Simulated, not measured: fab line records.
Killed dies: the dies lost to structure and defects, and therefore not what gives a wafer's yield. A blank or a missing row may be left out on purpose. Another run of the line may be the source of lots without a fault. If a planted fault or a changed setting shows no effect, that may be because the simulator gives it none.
Split-lot study ; flow gf180mcu ; on a route of 602 steps: 5 lots, 23 wafers read

ON THE SPLIT
At GF_HV_LDD_IMPLANT_21, the setting dose_cm2 was moved away from the recipe's 5e+13 on 10 of the 23 wafers read, by +6.3% to +16.9%. For the rest of the wafers, this setting stayed at what the recipe calls for.

FROM SPLIT TO READING: 1 step shown by the file between the two
- GF_HV_LDD_STRIP_22: strips in O2/N2

THE READING
HV_LDD_2_TW, at GF_HV_LDD_TW_MEAS_23. On this fab line, fault-free wafers typically give 1054 with a standard deviation of 7.2.

wafer;tool, chamber at the split;dose_cm2 as run;against the recipe;HV_LDD_2_TW;against lot-mates on the recipe
L074.1;implanter-01, 0;5.469e+13;+9.4%;1082;+32
L074.2;implanter-01, 0;5e+13;recipe;1048;-
L074.3;implanter-01, 0;5.469e+13;+9.4%;1076;+26
L074.4;implanter-01, 0;5e+13;recipe;1052;-
L074.6;implanter-01, 0;5.469e+13;+9.4%;1080;+30
L076.1;implanter-02, 0;5e+13;recipe;1055;-
L076.2;implanter-02, 0;5.846e+13;+16.9%;1105;+49
L076.4;implanter-02, 0;5e+13;recipe;1056;-
L076.5;implanter-02, 0;5e+13;recipe;1056;-
L076.6;implanter-02, 0;5.846e+13;+16.9%;1111;+55
L077.1;implanter-01, 0;5e+13;recipe;1067;-
L077.5;implanter-01, 0;5e+13;recipe;1061;-
L077.6;implanter-01, 0;5e+13;recipe;1057;-
L078.1;implanter-04, 0;5e+13;recipe;1053;-
L078.2;implanter-04, 0;5.596e+13;+11.9%;1092;+44
L078.4;implanter-04, 0;5e+13;recipe;1047;-
L078.5;implanter-04, 0;5e+13;recipe;1045;-
L078.6;implanter-04, 0;5.596e+13;+11.9%;1086;+38
L080.2;implanter-01, 0;5e+13;recipe;1044;-
L080.3;implanter-01, 0;5.317e+13;+6.3%;1067;+22
L080.4;implanter-01, 0;5.317e+13;+6.3%;1062;+17
L080.5;implanter-01, 0;5.317e+13;+6.3%;1061;+16
L080.6;implanter-01, 0;5e+13;recipe;1046;-

FIT RESULTS
A straight line over all 23 wafers: HV_LDD_2_TW changes by +3.06 for each +1% of dose_cm2; r = +0.94; the points scatter about the line by 6.4.
The same after taking each lot's own level away (the mean of its wafers on the recipe; 23 wafers): +3.16 for each +1%; r = +0.99; scatter 3.1.
The reading moves by 54 for the largest change in dose_cm2, on that fit.
From 1045.0 to 1061.7: that is the span of the lots' own levels, equal to 2.3 times the standard deviation above.
Consequently the slope shifts little with the lot-to-lot level, the two slopes agreeing.
Check: with one of the wafers moved furthest among these (+16.9%) left out of the fit, the line predicts +54.7 for it against its lot-mates. It came out at +49.3 against them.

OTHER SPLITS APPLIED TO THESE WAFERS
Other splits were also applied to these wafers ahead of the reading. Each is held against what the fit with the lots' levels taken away leaves over:
other split on the same wafers;wafers away from the commonest value;r with HV_LDD_2_TW (lot level and that fit taken away)
GF_VT_IMPLANT_STRIP_31 pressure_mtorr;15;+0.16
GF_DUAL_GATE_OXIDATION_02 ox_time_s;18;+0.02
GF_DUAL_GATE_COAT_06 resist_thk_nm;8;+0.09
GF_DUAL_GATE_OXIDATION_15 temp_c;5;+0.16
GF_POLY_GATE_ETCH_13 icp_w;6;+0.02
GF_HV_LDD_DEVELOP_06 dev_temp_c;8;+0.00

FILE'S OWN FIT
HV_LDD_2_TW changes by +3.18 for each +1% of dose_cm2, r = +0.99.
